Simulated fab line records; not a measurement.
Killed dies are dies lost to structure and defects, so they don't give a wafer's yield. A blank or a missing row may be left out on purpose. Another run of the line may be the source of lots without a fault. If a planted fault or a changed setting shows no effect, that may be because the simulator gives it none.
Lot-split experiment ; flow gf180mcu ; route with 602 steps; 5 lots, 23 wafers read

== SPLIT DETAILS ==
At GF_HV_LDD_IMPLANT_09, the setting doseCm2 was moved away from the recipe's 1e+14 on 10 of the 23 wafers read, by -15.9% to +17.5%. This setting was run at the recipe's value on the other wafers.

== FROM THE SPLIT TO THE READING: what the file shows between them, 13 steps ==
- GF_HV_LDD_STRIP_10: strips in O2/N2
- GF_HV_LDD_TW_MEAS_11
- GF_HV_LDD_EXPOSE_16: exposes mask Pplus LV AREA, target cd 400 nm (also split here: doseMj)
- GF_HV_LDD_PEB_17
- GF_HV_LDD_DEVELOP_18: develop time 60 s
- GF_HV_LDD_CD_MEAS_19: target cd 400 nm
- GF_HV_LDD_COAT_41: resist thk 1000 nm (also split here: resistThkNm)
- GF_HV_LDD_SOFTBAKE_42: time 60 s
- GF_HV_LDD_EXPOSE_43: exposes mask Pplus HV AREA, target cd 400 nm
- GF_HV_LDD_IMPLANT_48
- GF_HV_LDD_STRIP_49: strips in O2/N2
- GF_HV_LDD_CLEAN_51: cleans in SC1/SC2, time 150 s
- GF_HV_LDD_RTA_52: time 10 s

== THE READING ==
HV_LDD_RS (ohm/sq), read at GF_HV_LDD_RS_MEAS_53 with a four-point probe. Fault-free wafers of this fab line usually give 417.9 ohm/sq, standard deviation 0.78 ohm/sq.

wafer;tool, chamber at the split;doseCm2 as run;against the recipe;HV_LDD_RS, ohm/sq;against lot-mates on the recipe
L075.2;implanter-04, 0;1.1e+14;+10.0%;400.5;-16.3
L075.3;implanter-04, 0;1.1e+14;+10.0%;399.3;-17.5
L075.4;implanter-04, 0;1e+14;recipe;416.3;-
L075.5;implanter-04, 0;1.1e+14;+10.0%;399.4;-17.4
L075.6;implanter-04, 0;1e+14;recipe;417.3;-
L078.1;implanter-01, 0;1e+14;recipe;417.5;-
L078.2;implanter-01, 0;8.406e+13;-15.9%;449.0;+31.8
L078.3;implanter-01, 0;8.406e+13;-15.9%;449.0;+31.8
L078.5;implanter-01, 0;8.406e+13;-15.9%;450.3;+33.1
L078.6;implanter-01, 0;1e+14;recipe;416.9;-
L079.1;implanter-02, 0;1e+14;recipe;416.2;-
L079.2;implanter-02, 0;1.125e+14;+12.5%;397.0;-20.5
L079.3;implanter-02, 0;1e+14;recipe;418.3;-
L079.5;implanter-02, 0;1e+14;recipe;417.9;-
L079.6;implanter-02, 0;1.125e+14;+12.5%;395.0;-22.5
L080.2;implanter-01, 0;1e+14;recipe;417.3;-
L080.5;implanter-01, 0;1e+14;recipe;417.1;-
L080.6;implanter-01, 0;1e+14;recipe;417.0;-
L083.1;implanter-04, 0;1e+14;recipe;418.3;-
L083.2;implanter-04, 0;1.175e+14;+17.5%;388.2;-30.4
L083.3;implanter-04, 0;1e+14;recipe;418.0;-
L083.4;implanter-04, 0;1e+14;recipe;419.6;-
L083.5;implanter-04, 0;1.175e+14;+17.5%;388.7;-29.9

FIT RESULTS
A straight line over all 23 wafers: HV_LDD_RS changes by -1.84 ohm/sq for each +1% of doseCm2; r = -1.00; the points scatter about the line by 1.4 ohm/sq.
The same after taking each lot's own level away (the mean of its wafers on the recipe; 23 wafers): -1.85 ohm/sq for each +1%; r = -1.00; scatter 1.3 ohm/sq.
Per that fit: largest doseCm2 move, reading shift of 32 ohm/sq.
From 416.80 to 418.63 ohm/sq: that is the span of the lots' own levels, equal to 2.4 times the standard deviation above.
The two slopes agree, so the slope changes little with the lot-to-lot level.
Check: for one of the wafers moved furthest among these (+17.5%), held out of the fit, the line's prediction against its lot-mates is -31.8 ohm/sq. Against them it came out at -30.4 ohm/sq.

== OTHER SPLITS ON THESE WAFERS ==
Before the reading, these wafers also passed through other splits. Each is held against what the fit with the lots' levels taken away leaves over:
other split on the same wafers;wafers away from the commonest value;r with HV_LDD_RS (lot level and that fit taken away)
GF_HV_LDD_EXPOSE_16 doseMj;5;-0.32
GF_HV_LDD_COAT_41 resistThkNm;5;+0.05

== THE WHOLE CHAIN: every reading that the file lists as answering this split, in the file's order ==
step;what it does;reading;change (the file's fit);r (the file's)
GF_HV_LDD_TW_MEAS_11;;HV_LDD_TW;+6.34 for each +1% of the setting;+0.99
GF_HV_LDD_RS_MEAS_53;measures by four-point-probe;HV_LDD_RS;-1.81 for each +1% of the setting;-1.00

== FILE'S OWN FIT ==
HV_LDD_RS changes by -1.81 ohm/sq for each +1% of doseCm2, r = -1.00.
